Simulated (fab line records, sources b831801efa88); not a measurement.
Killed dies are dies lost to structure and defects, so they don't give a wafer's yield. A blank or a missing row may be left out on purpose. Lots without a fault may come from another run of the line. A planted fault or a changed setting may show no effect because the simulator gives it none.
fab line records | flow sky130
record lots=14 wafers=42 last_day=50
route steps=708 shown VT_ADJUST_LVTN@112 SONOS_ONO@171 POLY_CUT@319
lots that met no fault: from a run of the same line without faults
start_h: hours from the record's first day to the start of the lot's first wafer shown | wait_h: hours since the lot's step before | " the same as in the row above | L1.1+2: a row that stands for several wafers | - no value, or no start given | * or withheld: withheld | < > ~ a bound
route shown NAME@n: a module of which the file shows steps, and the number in the route of the first | usual: mean/standard deviation of fault-free wafers | same: alike in all rows | chamber/n: place in a boat | sites: the reading at each site | _std_site: their standard deviation | _edge_site: outer sites' mean less inner sites' | radius_mm: how far each site lies from the wafer's centre | mask NAME#n: copy n | behind: the tool/chamber that last shaped the wafer | hold: why the lot was held/for how many hours/how that ended | device: the transistor (n, p or np) that didn't switch | end of line: the same wafers' tests at the end of the route | a step without rows: its recipe alone | killed: dies lost to structure and defects at the first sort, not the wafer's yield | map: a wafer's dies, x killed, . not, _ none there
set.NAME: the setting as run; set.NAME@STEP: as run at that earlier step | model.NAME: the simulator's own value behind a step, which no gauge read
steps of the route over a sample of lots; a table a step, a row a wafer
services: from which hour (start_h, from the record's first day; less than 0 if before it) a tool's chamber was out of use, for how many hours, and why
## steps
# step SKY_VT_ADJUST_LVTN_EXPOSE_15
# recipe mask_id=HVN_STD_DERIVED na=0.6 source_shape=conventional sigma_outer=0.6 polarization=unpolarized target_cd_nm=600 dose_mj=163
# usual exposure_dose_mJ_cm2=163.03/0.16 focus_offset_nm=-0.1/0.49
# columns lot.wafer tool chamber start_h wait_h mask exposure_dose_mJ_cm2 focus_offset_nm
L835.1 iline_stepper-02 0 154.52 - HVN_STD_DERIVED#0 163.18 -0.6
L835.4 " 0 " " HVN_STD_DERIVED#0 163.13 0.7
L835.6 " 0 " " HVN_STD_DERIVED#0 162.94 -1.4
L834.1 iline_stepper-02 0 154.64 - HVN_STD_DERIVED#0 162.85 -0.3
L834.3 " 0 " " HVN_STD_DERIVED#0 163.16 0.5
L834.4 " 0 " " HVN_STD_DERIVED#0 162.95 -0.4
L837.1 iline_stepper-02 0 169.07 - HVN_STD_DERIVED#0 162.88 -0.1
L837.5 " 0 " " HVN_STD_DERIVED#0 162.85 0.1
L837.6 " 0 " " HVN_STD_DERIVED#0 162.96 0.2
L838.2 iline_stepper-02 0 172.17 - HVN_STD_DERIVED#0 162.82 -0.5
L838.3 " 0 " " HVN_STD_DERIVED#0 163.05 -0.6
L838.4 " 0 " " HVN_STD_DERIVED#0 163.14 -0.2
L839.2 iline_stepper-01 0 181.41 - HVN_STD_DERIVED#0 162.86 0.0
L839.3 " 0 " " HVN_STD_DERIVED#0 162.92 0.7
L839.5 " 0 " " HVN_STD_DERIVED#0 162.85 0.3
L841.1 iline_stepper-01 0 200.05 - HVN_STD_DERIVED#0 163.23 -0.2
L841.3 " 0 " " HVN_STD_DERIVED#0 162.74 -0.1
L841.6 " 0 " " HVN_STD_DERIVED#0 163.12 -0.4
L843.3 iline_stepper-02 0 212.06 - HVN_STD_DERIVED#0 163.11 -0.9
L843.4 " 0 " " HVN_STD_DERIVED#0 163.02 -0.4
L843.5 " 0 " " HVN_STD_DERIVED#0 162.91 -0.4
L851.3 iline_stepper-02 - 266.86 - HVN_STD_DERIVED#0 - -
L851.5 " - " " HVN_STD_DERIVED#0 - -
L851.6 " - " " HVN_STD_DERIVED#0 - -
L852.2 iline_stepper-01 - 274.49 - HVN_STD_DERIVED#0 - -
L852.3 " - " " HVN_STD_DERIVED#0 - -
L852.6 " - " " HVN_STD_DERIVED#0 - -
L853.1 iline_stepper-02 0 283.77 - HVN_STD_DERIVED#0 163.16 -0.5
L853.4 " 0 " " HVN_STD_DERIVED#0 163.25 0.3
L853.5 " 0 " " HVN_STD_DERIVED#0 163.27 0.5
L854.1 iline_stepper-01 0 288.92 - HVN_STD_DERIVED#0 163.13 -0.1
L854.3 " 0 " " HVN_STD_DERIVED#0 163.14 -1.0
L854.4 " 0 " " HVN_STD_DERIVED#0 163.11 -0.6
L855.2 iline_stepper-01 0 289.37 - HVN_STD_DERIVED#0 162.89 0.6
L855.4 " 0 " " HVN_STD_DERIVED#0 163.16 -0.3
L855.5 " 0 " " HVN_STD_DERIVED#0 162.81 0.2
L856.1 iline_stepper-01 0 298.05 - HVN_STD_DERIVED#0 163.21 0.3
L856.2 " 0 " " HVN_STD_DERIVED#0 163.21 0.2
L856.4 " 0 " " HVN_STD_DERIVED#0 162.96 0.0
L857.1 iline_stepper-01 0 320.02 - HVN_STD_DERIVED#0 163.17 0.2
L857.2 " 0 " " HVN_STD_DERIVED#0 163.06 0.0
L857.3 " 0 " " HVN_STD_DERIVED#0 163.15 1.0
# step SKY_SONOS_ONO_THK_MEAS_03
# recipe reads=Si3N4_of_SONOS_ONO_CVD_02
# usual SONOS_ONO_CVD_02_THK=10.60/0.12
# columns lot.wafer tool chamber start_h wait_h SONOS_ONO_CVD_02_THK[nm]
L834.1 film_metro-01 - 255.24 0.0 10.58
L834.3 " - " " 10.61
L834.4 " - " " 10.68
L835.1 film_metro-02 - 255.24 0.0 10.58
L835.4 " - " " 10.67
L835.6 " - " " 10.61
L837.1 film_metro-01 - 272.55 0.0 10.72
L837.5 " - " " 10.74
L837.6 " - " " 10.76
L838.2 film_metro-03 - 276.60 0.0 10.81
L838.3 " - " " 10.68
L838.4 " - " " 10.74
L839.2 film_metro-03 - 291.13 0.0 10.28
L839.3 " - " " 10.41
L839.5 " - " " 10.50
L841.1 film_metro-01 - 311.20 0.0 10.69
L841.3 " - " " 10.71
L841.6 " - " " 10.60
L843.3 film_metro-03 - 328.67 0.0 10.69
L843.4 " - " " 10.77
L843.5 " - " " 10.77
L851.3 film_metro-01 - 390.21 0.0 10.50
L851.5 " - " " 10.59
L851.6 " - " " 10.43
L852.2 film_metro-01 - 401.11 0.0 10.42
L852.3 " - " " 10.53
L852.6 " - " " 10.59
L853.1 film_metro-03 - 410.82 0.0 10.59
L853.4 " - " " 10.47
L853.5 " - " " 10.59
L854.1 film_metro-03 - 416.01 0.0 10.68
L854.3 " - " " 10.72
L854.4 " - " " 10.66
L855.2 film_metro-01 - 417.13 0.0 10.35
L855.4 " - " " 10.34
L855.5 " - " " 10.33
L856.1 film_metro-01 - 426.51 0.0 10.58
L856.2 " - " " 10.71
L856.4 " - " " 10.68
L857.1 film_metro-02 - 455.01 0.0 10.59
L857.2 " - " " 10.65
L857.3 " - " " 10.73
# step SKY_SONOS_ONO_ETCH_15
# recipe target_depth_nm=19.52 chemistry=CHF3/O2 source_w=609.2 bias_w=200 pressure_mtorr=40 chf3_flow_sccm=50 O2_flow_sccm=5 time_s=7.8
# usual drypump_motor_current_A=5.7/0.41 oes_product_au=1.009/0.011 throttle_valve_pct=8.828/0.0086
# columns lot.wafer tool chamber start_h wait_h drypump_motor_current_A oes_product_au rf_hours_counter_h throttle_valve_pct
L834.1 rie_diel-01 3 281.00 0.0 5.4 1.005 103 8.832
L834.3 " 2 " " 6.0 0.984 103 8.827
L834.4 " 1 " " 5.7 1.005 3 8.834
L835.1 rie_diel-02 3 281.26 0.0 5.7 1.021 121 8.819
L835.4 " 0 " " 6.0 1.008 38 8.830
L835.6 " 2 " " 5.1 1.007 - 8.821
L837.1 rie_diel-02 1 297.62 0.0 5.4 1.012 1 8.812
L837.5 " 0 " " 6.0 1.019 - 8.822
L837.6 " 1 " " 5.4 1.015 - 8.836
L838.2 rie_diel-03 3 302.70 0.0 6.6 1.006 0 8.824
L838.3 " 1 " " 5.5 1.004 13 8.833
L838.4 " 0 " " 5.9 1.001 62 8.842
L839.2 rie_diel-03 3 318.62 0.0 6.6 1.027 1 8.820
L839.3 " 0 " " 5.9 1.007 63 8.835
L839.5 " 3 " " 6.6 1.041 - 8.827
L841.1 rie_diel-01 0 343.30 0.0 5.4 1.010 68 8.832
L841.3 " 2 " " 5.9 1.004 104 8.825
L841.6 " 2 " " 6.0 0.993 - 8.831
L843.3 rie_diel-02 1 357.22 0.0 5.4 0.996 2 8.829
L843.4 " 0 " " 6.0 1.004 - 8.834
L843.5 " 2 " " 5.2 1.001 - 8.817
L851.3 rie_diel-03 1 421.40 0.0 5.5 1.013 16 8.828
L851.5 " 2 " " 6.3 0.995 - 8.833
L851.6 " 3 " " 6.6 1.014 - 8.834
L852.2 rie_diel-02 3 432.47 0.0 5.6 1.028 1 8.834
L852.3 " 1 " " 5.4 0.997 4 8.830
L852.6 " 0 " " 6.0 1.022 - 8.832
L853.1 rie_diel-01 1 442.80 0.0 5.8 1.012 6 8.816
L853.4 " 0 " " 5.4 1.012 - 8.829
L853.5 " 1 " " 5.7 1.010 - 8.823
L854.1 rie_diel-02 1 448.30 0.0 5.4 1.006 5 8.827
L854.3 " 0 " " 5.9 1.014 42 8.850
L854.4 " 2 " " 5.2 1.010 0 8.829
L855.2 rie_diel-03 2 449.55 0.0 6.3 0.992 9 8.836
L855.4 " 1 " " 5.4 1.013 16 8.839
L855.5 " 3 " " 6.6 1.014 - 8.843
L856.1 rie_diel-02 3 458.52 0.0 5.6 1.029 2 8.837
L856.2 " 1 " " 5.4 1.018 5 8.821
L856.4 " 0 " " 6.0 1.019 42 8.832
L857.1 rie_diel-01 0 485.72 0.0 5.4 1.013 70 8.820
L857.2 " 1 " " 5.8 0.993 7 8.821
L857.3 " 2 " " 6.0 0.998 1 8.817
# step SKY_POLY_CUT_STRIP_12
# recipe chemistry=O2/N2 power_w=1400 pressure_mtorr=1500 platen_temp_c=withheld o2_flow_sccm=3000 n2_flow_sccm=300 overash_fraction=0.5
# usual drypump_motor_current_A=5.9/0.34 oes_product_au=0.452/0.0046 strip_time_to_endpoint_s=5.356/0.017
# columns lot.wafer tool chamber start_h wait_h drypump_motor_current_A oes_product_au rf_hours_counter_h strip_time_to_endpoint_s
L834.1 plasma_asher-04 1 554.58 0.0 6.3 0.450 71 5.346
L834.3 " 0 " " 5.4 0.454 - 5.370
L834.4 " 1 " " 6.3 0.445 - 5.377
L835.1 plasma_asher-02 1 559.33 0.0 5.6 0.449 13 5.350
L835.4 " 0 " " 6.0 0.446 - 5.383
L835.6 " 0 " " 6.1 0.458 - 5.373
L837.1 plasma_asher-02 0 584.23 0.0 6.1 0.444 16 5.361
L837.5 " 1 " " 5.6 0.450 - 5.347
L837.6 " 0 " " 6.1 0.452 - 5.359
L838.2 plasma_asher-04 0 584.58 0.0 5.4 0.450 74 5.359
L838.3 " 1 " " 6.4 0.457 - 5.342
L838.4 " 0 " " 5.4 0.456 - 5.363
L839.2 plasma_asher-02 1 602.70 0.0 5.6 0.451 18 5.360
L839.3 " 0 " " 6.1 0.447 - 5.383
L839.5 " 0 " " 6.1 0.456 - 5.342
L841.1 plasma_asher-03 1 621.59 0.0 6.1 0.461 86 5.373
L841.3 " 0 " " 5.6 0.458 - 5.369
L841.6 " 1 " " 6.1 0.456 - 5.376
L843.3 plasma_asher-04 0 643.94 0.1 5.4 0.449 - 5.360
L843.4 " 1 " " 6.4 0.454 - 5.375
L843.5 " 1 " " 6.3 0.448 - 5.367
L851.3 plasma_asher-04 1 704.32 0.1 6.3 0.457 - 5.375
L851.5 " 1 " " 6.3 0.460 - 5.372
L851.6 " 0 " " 5.4 0.450 - 5.372
L852.2 plasma_asher-03 1 710.05 0.0 6.1 0.449 95 5.353
L852.3 " 1 " " 6.1 0.454 - 5.388
L852.6 " 1 " " 6.1 0.453 - 5.372
L853.1 plasma_asher-03 0 721.28 0.0 5.5 0.448 96 5.347
L853.4 " 1 " " 6.1 0.456 - 5.376
L853.5 " 0 " " 5.5 0.457 - 5.377
L855.2 plasma_asher-03 1 727.68 0.0 6.1 0.456 96 5.363
L855.4 " 1 " " 6.1 0.452 - 5.338
L855.5 " 1 " " 6.1 0.454 - 5.359
L854.1 plasma_asher-02 1 730.38 0.0 5.7 0.457 30 5.361
L854.3 " 1 " " 5.6 0.454 - 5.335
L854.4 " 0 " " 6.1 0.453 - 5.342
L856.1 plasma_asher-02 0 734.30 0.0 6.0 0.445 30 5.325
L856.2 " 1 " " 5.6 0.452 30 5.349
L856.4 " 0 " " 6.0 0.453 - 5.331
L857.1 plasma_asher-04 0 756.94 0.0 5.4 0.459 92 5.375
L857.2 " 1 " " 6.3 0.450 92 5.336
L857.3 " 1 " " 6.3 0.451 - 5.349
## services
# columns tool chamber start_h hours kind
rie_diel-02 2 174.38 5.4 repair
iline_stepper-02 - 213.90 2.1 pm
iline_stepper-02 - 253.31 1.7 pm
plasma_asher-02 - 273.61 2.2 repair
iline_stepper-01 - 284.71 2.1 pm
iline_stepper-02 - 287.83 6.6 repair
rie_diel-02 3 348.63 7.2 repair
iline_stepper-01 - 373.20 8.9 pm
iline_stepper-01 - 397.90 1.7 pm
iline_stepper-02 - 471.54 1.7 pm
iline_stepper-01 - 473.47 6.1 repair
rie_diel-02 1 490.22 5.9 repair
iline_stepper-01 - 526.00 8.4 repair
iline_stepper-01 - 531.08 3.3 repair
rie_diel-02 - 600.12 2.8 pm
iline_stepper-01 - 616.08 1.7 pm
iline_stepper-02 - 624.33 5.2 repair
rie_diel-02 0 635.52 4.0 repair
rie_diel-02 - 642.81 1.0 repair
rie_diel-02 1 668.22 2.1 repair
iline_stepper-02 - 689.67 1.7 pm
iline_stepper-01 - 712.61 4.4 pm
iline_stepper-02 - 723.42 9.9 repair
iline_stepper-02 - 752.97 8.9 pm
## key
first_sign step=SKY_VT_ADJUST_LVTN_EXPOSE_15 reading=tool_record direction=missing
effect none on later readings
met_at SKY_VT_ADJUST_LVTN_EXPOSE_15
struck_lots L851,L852
sort_left_out L851.3,L851.5,L851.6,L852.2,L852.3,L852.6
tester_left_out L851,L852
not_acting_at SKY_SONOS_ONO_THK_MEAS_03,SKY_SONOS_ONO_ETCH_15,SKY_POLY_CUT_STRIP_12
onset_between 212.06 266.86
fault kind=skipped_step_whole tool=iline_stepper-01,iline_stepper-02 chamber=- onset_h=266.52 steps=SKY_VT_ADJUST_LVTN_EXPOSE_15 scope=struck_lots_only
# tester_left_out: of these lots the tester's yield and bins aren't shown, on N5 and GAA mostly nor the transistor test; their killed dies are dies lost to structure and defects alone, not to doping, threshold or leakage, so they don't give the yield
# sort_left_out: the simulated sort isn't trusted on such a fault, so these wafers' sort isn't shown, and their yield isn't known
